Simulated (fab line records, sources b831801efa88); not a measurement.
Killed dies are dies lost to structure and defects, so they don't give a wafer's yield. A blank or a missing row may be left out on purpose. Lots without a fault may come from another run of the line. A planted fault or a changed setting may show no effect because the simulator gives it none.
A struck lot beside a sound one | flow sky130 | 14 steps out of a route of 708
Sound: wafers L346.1, L346.2, L346.6. Struck: wafers L356.2, L356.3, L356.6. The cause comes at the end.
At each step with rows: each side's tool, then ch and its chambers, then its first start. Under that, the readings that differ: sound wafers | struck wafers | difference of the means | sigmas: that difference in standard deviations of wafers without a fault.
alike: readings whose means differ by less than 2 such deviations, and words and numbers that are the same on both sides. not compared: withheld readings, readings that some wafer has no value for, bounds like >300 that may hide the same value, and numbers for which the record gives no deviation and whose values overlap.
The two part at a step that has a row with sigmas, a row that says differs or no value, or rows on one side only. Numbers that don't overlap but have no deviation are shown without sigmas and don't part them. A reading that every wafer of one side lacks parts them only if that side has two wafers or more.

SKY_CAP2M_METAL_ETCH_13: etches TiN in Cl2/BCl3, stops on SiO2, target depth 220 nm, time 62.9 s.
  sound on rie_metal-03 ch 0,1, day 42 05:25; struck on rie_metal-04 ch 1, day 45 14:05
  alike: chamber_pressure_mTorr, drypump_motor_current_A, he_backside_leak_sccm, oes_product_au, throttle_valve_pct
  not compared: rf_hours_counter_h
SKY_CAP2M_STRIP_14: strips in O2/N2.
  sound on plasma_asher-01 ch 0,1, day 42 05:30; struck on plasma_asher-02 ch 0,1, day 45 14:10
  alike: chamber_pressure_mTorr, drypump_motor_current_A, oes_product_au, strip_time_to_endpoint_s
  not compared: rf_hours_counter_h
then, 10 steps without rows for these wafers: SKY_CAP2M_STRIP_15 (strips in post etch residue remover, time 1200 s); SKY_CAP2M_CLEAN_16 (cleans in IPA, time 180 s); SKY_CAP2M_CLEAN_17 (cleans in O3/DIW); SKY_METAL4_DEHYDRATE_05 (time 60 s); SKY_METAL4_HMDS_06 (prime time 60 s); SKY_METAL4_COAT_07 (resist thk 60 nm); SKY_METAL4_COAT_08 (resist thk 1140 nm); SKY_METAL4_SOFTBAKE_09 (time 90 s); SKY_METAL4_EXPOSE_10 (exposes mask MM4, target cd 300 nm); SKY_METAL4_PEB_11.
SKY_METAL4_DEVELOP_12: develop time 60 s.
  sound on litho_track-04 ch 0, day 43 05:00; struck on litho_track-02, day 46 11:00
  no value came back on the struck wafers for chill_plate_temp_C (C), develop_time_s (s), resist_line_temp_C (C); on the sound wafers chill_plate_temp_C (C) reads 23.10 23.18 23.08
  reading                                       | sound          | struck         | difference | sigmas
  model.KrF-thick_of_METAL4_COAT_08.thk_nm (nm) | 1125 1123 1125 | 1141 1139 1141 | +16        |
SKY_METAL4_CD_MEAS_13: target cd 300 nm.
  sound on cd_sem-02, day 43 05:11; struck on cd_sem-02, day 46 11:22
  reading    | sound             | struck | difference                    | sigmas
  cd_nm (nm) | 300.5 299.1 300.6 | - - -  | no value on the struck wafers |

WHERE THEY PART
First at SKY_METAL4_DEVELOP_12; last, within this record, at SKY_METAL4_CD_MEAS_13.

WHY: what the simulator had put in
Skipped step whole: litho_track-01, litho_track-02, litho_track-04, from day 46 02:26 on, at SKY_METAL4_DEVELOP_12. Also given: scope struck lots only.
